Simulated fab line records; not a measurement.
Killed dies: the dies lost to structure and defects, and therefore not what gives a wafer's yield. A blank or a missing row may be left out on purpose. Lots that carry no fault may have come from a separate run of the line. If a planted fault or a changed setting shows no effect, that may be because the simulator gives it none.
fab line records	flow sky130
[record] lots = 12	wafers = 36	last_day = 50
route steps=708 shown VT_ADJUST_HVTP@92 VT_ADJUST_NCORE@128 VT_ADJUST_HVTR@141
lots that met no fault: from a run of the same line without faults
start_h: start of the lot's first displayed wafer, in hours after the record's first day	wait_h: hours elapsed since this lot's preceding step	" as in the row above	L1.1+2: several wafers, shown together as one row	- no value, or no start was given	* or withheld: withheld	< > ~ a bound
route shown NAME@n: NAME is a module with steps in the file, n the number in the route of the first one	usual: average and standard deviation across the fault-free wafers	same: alike in all rows	chamber/n: place in a boat	sites: each site's reading	_std_site: standard deviation across them	_edge_site: mean of outer sites minus mean of inner sites	radius_mm: for every site, how far away it sits from the centre of the wafer	mask NAME#n: copy n	behind: the tool/chamber that last shaped the wafer	hold: cause of the lot's hold/its duration in hours/its outcome	device: names the non-switching transistor (n, p or np)	end of line: tests run on the same wafers once the route is complete	a step with no rows: only its recipe	killed: count of dies lost to structure and defects at first sort (not the wafer's yield)	map: the dies of a wafer, with x for killed, . for not killed, _ for no die there
set.NAME: the setting as run; set.NAME@STEP: as run at that earlier step	model.NAME: the simulator's own value behind a step, which no gauge read
one table for each step of the route and one row for each wafer, over a sample of lots
services: a tool's chamber out of use, with start hour (start_h, from the record's first day; less than 0 if before it), hours out, and reason
[[steps]]
[step SKY_VT_ADJUST_HVTP_CD_MEAS_07]
[recipe] target_cd_nm = 380
[usual] cd_nm = 379.5/2.3
lot.wafer	tool	chamber	start_h	wait_h	cd_nm
L708.3	cd_sem-01	-	143.04	0.1	378.6
L708.4	"	-	"	"	378.0
L708.6	"	-	"	"	376.8
L710.3	cd_sem-01	-	159.14	0.1	377.1
L710.5	"	-	"	"	376.7
L710.6	"	-	"	"	378.5
L711.2	cd_sem-02	-	162.67	0.1	380.9
L711.5	"	-	"	"	379.5
L711.6	"	-	"	"	382.8
L712.3	cd_sem-02	-	169.60	0.1	376.7
L712.4	"	-	"	"	378.1
L712.5	"	-	"	"	379.3
L713.4	cd_sem-02	-	179.81	0.1	383.5
L713.5	"	-	"	"	379.5
L713.6	"	-	"	"	380.4
L714.3	cd_sem-01	-	182.59	0.1	378.9
L714.5	"	-	"	"	380.3
L714.6	"	-	"	"	379.7
L715.1	cd_sem-02	-	186.40	0.1	379.6
L715.3	"	-	"	"	380.6
L715.5	"	-	"	"	380.2
L716.2	cd_sem-02	-	193.78	0.1	381.9
L716.3	"	-	"	"	384.5
L716.6	"	-	"	"	381.3
L721.1	cd_sem-02	-	244.80	0.1	382.7
L721.3	"	-	"	"	382.6
L721.4	"	-	"	"	383.1
L725.2	cd_sem-02	-	253.78	0.1	382.3
L725.3	"	-	"	"	379.9
L725.5	"	-	"	"	381.7
L726.2	cd_sem-02	-	263.38	0.1	380.0
L726.3	"	-	"	"	382.5
L726.5	"	-	"	"	380.8
L727.2	cd_sem-02	-	271.07	0.1	380.4
L727.5	"	-	"	"	380.6
L727.6	"	-	"	"	381.7
[step SKY_VT_ADJUST_NCORE_IMPLANT_09]
[recipe] species = B	energy_kev = 10	dose_cm2 = 2.4e+12	tilt_deg = withheld
lot.wafer	tool	chamber	start_h	wait_h
L708.3+4+6	implanter-03	0	205.12	0.1
L710.3+5+6	implanter-02	0	222.22	0.1
L711.2+5+6	implanter-01	0	227.43	0.0
L712.3+4+5	implanter-02	0	234.26	0.1
L713.4+5+6	implanter-02	0	245.14	0.1
L713.4+5+6	implanter-02	0	245.46	0.3
L714.3+5+6	implanter-03	0	249.37	0.1
L715.1+3+5	implanter-01	0	253.62	0.0
L716.2+3+6	implanter-03	0	260.25	0.0
L716.2+3+6	implanter-03	0	260.56	0.3
L721.1+3+4	implanter-02	0	319.62	0.0
L721.1+3+4	implanter-02	0	319.93	0.3
L725.2+3+5	implanter-01	0	329.60	0.0
L726.2+3+5	implanter-01	0	340.69	0.0
L727.2+5+6	implanter-02	0	349.60	0.0
[step SKY_VT_ADJUST_NCORE_STRIP_10]
[recipe] chemistry = O2/N2	power_w = 1400	pressure_mtorr = 1500	platen_temp_c = withheld	o2_flow_sccm = 3000	n2_flow_sccm = 300	overash_fraction = 0.5
[usual] drypump_motor_current_A = 5.4/0.33	n2_flow_sccm = 300.0/0.94	oes_product_au = 0.716/0.0051	strip_time_to_endpoint_s = 14.19/0.046
lot.wafer	tool	chamber	start_h	wait_h	drypump_motor_current_A	n2_flow_sccm	oes_product_au	rf_hours_counter_h	strip_time_to_endpoint_s
L708.3	plasma_asher-01	1	205.25	0.1	5.3	300.5	0.710	-	14.21
L708.4	"	0	"	"	5.3	300.1	0.719	-	14.23
L708.6	"	1	"	"	5.4	300.0	0.719	-	14.19
L710.3	plasma_asher-04	1	222.35	0.1	5.4	301.3	0.718	-	14.18
L710.5	"	1	"	"	5.4	300.4	0.715	-	14.24
L710.6	"	0	"	"	5.6	300.0	0.712	-	14.21
L711.2	plasma_asher-03	0	227.56	0.1	4.8	299.3	0.714	55	14.20
L711.5	"	0	"	"	4.8	299.1	0.721	-	14.20
L711.6	"	1	"	"	5.8	300.5	0.707	-	14.18
L712.3	plasma_asher-01	1	234.39	0.1	5.4	301.5	0.716	-	14.14
L712.4	"	0	"	"	5.2	301.7	0.718	-	14.16
L712.5	"	0	"	"	5.3	300.6	0.709	-	14.15
L713.4	plasma_asher-04	0	245.57	0.1	5.6	300.8	0.721	-	14.16
L713.5	"	0	"	"	5.6	301.0	0.715	-	14.21
L713.6	"	1	"	"	5.4	300.6	0.709	-	14.22
L714.3	plasma_asher-03	1	249.50	0.1	5.8	300.3	0.715	-	14.24
L714.5	"	1	"	"	5.9	300.7	0.719	-	14.17
L714.6	"	0	"	"	4.8	300.1	0.710	-	14.19
L715.1	plasma_asher-03	1	253.77	0.1	5.9	299.8	0.716	58	14.13
L715.3	"	0	"	"	4.8	300.0	0.711	-	14.15
L715.5	"	1	"	"	5.9	301.2	0.712	-	14.19
L716.2	plasma_asher-03	1	260.69	0.1	5.9	298.9	0.713	59	14.15
L716.3	"	0	"	"	4.8	300.4	0.727	-	14.17
L716.6	"	1	"	"	5.9	299.8	0.717	-	14.12
L721.1	plasma_asher-01	1	320.08	0.1	5.3	299.0	0.711	62	14.13
L721.3	"	1	"	"	5.4	300.6	0.720	-	14.16
L721.4	"	0	"	"	5.2	299.7	0.720	-	14.16
L725.2	plasma_asher-03	1	329.72	0.1	5.9	299.3	0.716	65	14.14
L725.3	"	0	"	"	4.8	298.2	0.719	-	14.12
L725.5	"	0	"	"	4.8	298.9	0.712	-	14.16
L726.2	plasma_asher-03	0	340.82	0.1	4.8	299.6	0.717	67	14.15
L726.3	"	0	"	"	4.9	300.1	0.720	-	14.19
L726.5	"	1	"	"	5.8	300.2	0.713	-	14.15
L727.2	plasma_asher-04	1	349.72	0.1	5.4	301.5	0.710	23	14.26
L727.5	"	1	"	"	5.4	299.3	0.708	-	14.26
L727.6	"	0	"	"	5.6	300.5	0.715	-	14.24
[step SKY_VT_ADJUST_NCORE_TW_MEAS_11]
[usual] VT_ADJUST_NCORE_TW = 220.1/1.6
lot.wafer	tool	chamber	start_h	wait_h	VT_ADJUST_NCORE_TW
L708.3	film_metro-03	-	205.34	0.1	221.9
L708.4	"	-	"	"	223.4
L708.6	"	-	"	"	222.7
L710.3	film_metro-01	-	222.44	0.1	219.7
L710.5	"	-	"	"	218.9
L710.6	"	-	"	"	220.6
L711.2	film_metro-02	-	227.67	0.1	217.1
L711.5	"	-	"	"	218.4
L711.6	"	-	"	"	218.9
L712.3	film_metro-03	-	234.48	0.1	221.0
L712.4	"	-	"	"	221.5
L712.5	"	-	"	"	220.7
L713.4	film_metro-01	-	245.66	0.1	271.0
L713.5	"	-	"	"	269.7
L713.6	"	-	"	"	269.9
L714.3	film_metro-01	-	249.59	0.1	220.9
L714.5	"	-	"	"	221.6
L714.6	"	-	"	"	221.4
L715.1	film_metro-02	-	253.87	0.1	218.5
L715.3	"	-	"	"	219.0
L715.5	"	-	"	"	217.7
L716.2	film_metro-01	-	260.80	0.1	270.3
L716.3	"	-	"	"	270.0
L716.6	"	-	"	"	271.0
L721.1	film_metro-03	-	320.18	0.1	267.7
L721.3	"	-	"	"	270.8
L721.4	"	-	"	"	270.0
L725.2	film_metro-02	-	329.83	0.1	217.6
L725.3	"	-	"	"	216.5
L725.5	"	-	"	"	218.1
L726.2	film_metro-01	-	340.93	0.1	219.5
L726.3	"	-	"	"	218.7
L726.5	"	-	"	"	219.0
L727.2	film_metro-01	-	349.83	0.1	218.4
L727.5	"	-	"	"	218.6
L727.6	"	-	"	"	218.4
[step SKY_VT_ADJUST_HVTR_STRIP_10]
[recipe] chemistry = O2/N2	power_w = 1400	pressure_mtorr = 1500	platen_temp_c = withheld	o2_flow_sccm = 3000	n2_flow_sccm = 300	overash_fraction = 0.5
[usual] drypump_motor_current_A = 5.5/0.3	n2_flow_sccm = 300.1/0.88	oes_product_au = 0.716/0.0043	strip_time_to_endpoint_s = 14.19/0.045
lot.wafer	tool	chamber	start_h	wait_h	drypump_motor_current_A	n2_flow_sccm	oes_product_au	rf_hours_counter_h	strip_time_to_endpoint_s
L708.3	plasma_asher-02	0	226.80	0.1	5.8	299.7	0.717	-	14.16
L708.4	"	1	"	"	5.5	300.7	0.711	-	14.20
L708.6	"	0	"	"	5.9	300.4	0.713	-	14.21
L710.3	plasma_asher-04	1	244.74	0.1	5.4	299.9	0.718	-	14.11
L710.5	"	0	"	"	5.6	301.5	0.720	-	14.10
L710.6	"	1	"	"	5.4	300.2	0.723	-	14.15
L711.2	plasma_asher-02	0	251.02	0.1	5.8	300.3	0.720	42	14.12
L711.5	"	1	"	"	5.5	298.9	0.713	-	14.07
L711.6	"	0	"	"	5.9	300.5	0.711	-	14.12
L712.3	plasma_asher-03	0	257.75	0.1	4.8	300.0	0.719	-	14.22
L712.4	"	1	"	"	5.8	300.2	0.714	-	14.22
L712.5	"	0	"	"	4.8	299.7	0.727	-	14.25
L713.4	plasma_asher-03	0	268.90	0.1	4.8	300.9	0.718	-	14.23
L713.5	"	1	"	"	5.8	301.0	0.713	-	14.18
L713.6	"	0	"	"	4.8	300.3	0.708	-	14.18
L714.3	plasma_asher-03	0	273.14	0.1	4.8	298.9	0.719	-	14.24
L714.5	"	1	"	"	5.9	299.4	0.712	-	14.22
L714.6	"	0	"	"	4.8	299.3	0.717	-	14.18
L715.1	plasma_asher-02	1	278.12	0.1	5.6	302.4	0.710	45	14.17
L715.3	"	1	"	"	5.6	301.6	0.713	-	14.20
L715.5	"	0	"	"	5.8	300.3	0.721	-	14.21
L716.2	plasma_asher-04	1	285.11	0.1	5.4	299.5	0.717	17	14.20
L716.3	"	1	"	"	5.4	299.3	0.708	-	14.21
L716.6	"	0	"	"	5.6	299.6	0.713	-	14.24
L721.1	plasma_asher-02	1	347.27	0.1	5.5	301.2	0.711	52	14.23
L721.3	"	0	"	"	5.8	300.8	0.716	-	14.20
L721.4	"	1	"	"	5.5	301.5	0.720	-	14.22
L725.2	plasma_asher-02	1	355.76	0.1	5.5	300.9	0.717	52	14.24
L725.3	"	0	"	"	5.8	299.5	0.717	-	14.23
L725.5	"	0	"	"	5.8	299.4	0.717	-	14.23
L726.2	plasma_asher-02	0	368.21	0.1	5.8	300.0	0.713	54	14.19
L726.3	"	1	"	"	5.6	299.8	0.714	-	14.19
L726.5	"	1	"	"	5.6	298.8	0.714	-	14.15
L727.2	plasma_asher-04	0	378.22	0.1	5.6	300.5	0.715	26	14.24
L727.5	"	0	"	"	5.6	299.9	0.715	-	14.22
L727.6	"	1	"	"	5.4	299.2	0.713	-	14.25
[[services]]
tool	chamber	start_h	hours	kind
implanter-01	-	188.42	3.1	repair
implanter-03	-	199.62	2.5	repair
implanter-03	-	220.40	5.0	pm
implanter-01	-	230.74	1.0	repair
plasma_asher-01	-	247.52	18.3	repair
implanter-02	-	259.48	3.7	repair
implanter-02	-	265.69	1.8	repair
implanter-01	-	274.66	4.4	repair
implanter-01	-	290.09	3.2	pm
implanter-01	-	303.57	0.7	repair
implanter-01	-	360.79	1.3	repair
[[key]]
[first_sign] step = SKY_VT_ADJUST_NCORE_IMPLANT_09	reading = visit	direction = added
[effect] step = SKY_VT_ADJUST_NCORE_TW_MEAS_11	reading = VT_ADJUST_NCORE_TW	direction = up	sigmas = 32	usual = 220.1	struck = 270.0
met_at SKY_VT_ADJUST_NCORE_IMPLANT_09
struck_lots L713,L716,L721
tester_left_out L713,L716,L721
not_acting_at SKY_VT_ADJUST_HVTP_CD_MEAS_07,SKY_VT_ADJUST_NCORE_STRIP_10,SKY_VT_ADJUST_HVTR_STRIP_10
[fault] kind = repeated_step_whole	tool = implanter-01,implanter-02,implanter-03	chamber = -	onset_h = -	steps = SKY_VT_ADJUST_NCORE_IMPLANT_09	times = 1	scope = struck_lots_only
// tester_left_out: of these lots the tester's yield and bins aren't shown, on N5 and GAA mostly nor the transistor test; their killed dies are dies lost to structure and defects alone, not to doping, threshold or leakage, so they don't give the yield
